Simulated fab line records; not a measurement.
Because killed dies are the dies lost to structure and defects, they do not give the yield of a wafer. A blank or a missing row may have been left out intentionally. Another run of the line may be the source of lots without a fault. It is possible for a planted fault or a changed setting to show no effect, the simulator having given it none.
One fault through the eyes of 2 desks / flow gf180mcu / every desk sees just its own numbers, and what lay behind them comes last

## AT THE TOOL OWNER'S DESK: lpcvd-01
The tool's own readings at GF_HV_LDD_CVD_54 (deposits SiO2 from TEOS, target thk 10 nm, time 75 s): means of the sampled wafers that have a number, for each lot that ran on this tool. The brackets show how far a lot's mean lies from the usual mean; more than 4 standard deviations puts the lot out of limits, marked OUT.
Columns: A = spike_tc_upper_C at GF_HV_LDD_CVD_54, usual 680.9 C
lot=L541; first seen here=day 13 22:47; A=681.7
lot=L542; first seen here=day 14 08:29; A=681.4
lot=L544; first seen here=day 15 00:03; A=681.9
lot=L557; first seen here=day 19 17:56; A=681.6
lot=L558; first seen here=day 20 05:35; A=681.4
Result from this desk: across the 5 lots, nothing is out of limits.

## AT THE METROLOGY DESK
What the gauges read, lot by lot, whatever tool the lot ran on: means of the sampled wafers that have a number. The brackets show how far a lot's mean lies from the usual mean; more than 4 standard deviations puts the lot out of limits, marked OUT.
Columns: A = MVSD_TW at GF_MVSD_TW_MEAS_11, usual 1590; B = HV_LDD_CVD_54_THK at GF_HV_LDD_THK_MEAS_55, usual 10.03 nm; C = NSD_OVL at GF_NSD_OVL_MEAS_08, usual 0.8 nm; D = NSD_TW at GF_NSD_TW_MEAS_12, usual 4255
lot=L537; first seen here=day 4 16:23; A=1611; B=10.21; C=1.7; D=4256
lot=L540; first seen here=day 5 10:39; A=1601; B=10.04; C=-1.9; D=4335
lot=L541; first seen here=day 5 14:49; A=1596; B=10.19; C=1.3; D=4342
lot=L542; first seen here=day 5 20:28; A=1612; B=9.91; C=-0.3; D=4279
lot=L544; first seen here=day 6 09:16; A=1615; B=18.41 (+56) OUT; C=0.7; D=4173
lot=L552; first seen here=day 8 08:53; A=1599; B=9.98; C=2.7; D=4311
lot=L553; first seen here=day 8 13:23; A=1595; B=10.14; C=2.2; D=4293
lot=L554; first seen here=day 8 18:08; A=1596; B=10.01; C=-1.4; D=4183
lot=L555; first seen here=day 9 00:23; A=1594; B=10.09; C=1.0; D=4292
lot=L556; first seen here=day 9 06:33; A=1567; B=9.80; C=1.3; D=4337
lot=L557; first seen here=day 9 15:41; A=1588; B=9.94; C=1.9; D=4326
lot=L558; first seen here=day 9 22:22; A=1591; B=10.15; C=1.0; D=4276
lot=L559; first seen here=day 10 00:34; A=1569; B=10.12; C=1.0; D=4273
This desk reports L544 out of limits; the earliest was L544 at day 15 01:05 (HV_LDD_CVD_54_THK at GF_HV_LDD_THK_MEAS_55). L537, L540, L541, L542, L552, L553, L554, L555, L556, L557, L558, L559: within limits.

## ALL TOGETHER
On L544, the metrology desk was in a position to raise an alarm at day 15 01:05.
The tool owner's desk saw nothing out of limits.
The tool owner's desk has L544 on record, within its limits.
The lots listed all ran GF_HV_LDD_CVD_54 on lpcvd-01.

## WHAT THE SIMULATOR HAD PUT IN
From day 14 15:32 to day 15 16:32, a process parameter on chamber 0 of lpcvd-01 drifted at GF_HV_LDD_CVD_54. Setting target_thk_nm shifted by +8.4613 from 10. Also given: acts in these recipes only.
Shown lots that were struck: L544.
Per desk, hours elapsed from the start of the fault to the first reading out of limits: for the metrology desk, 10.
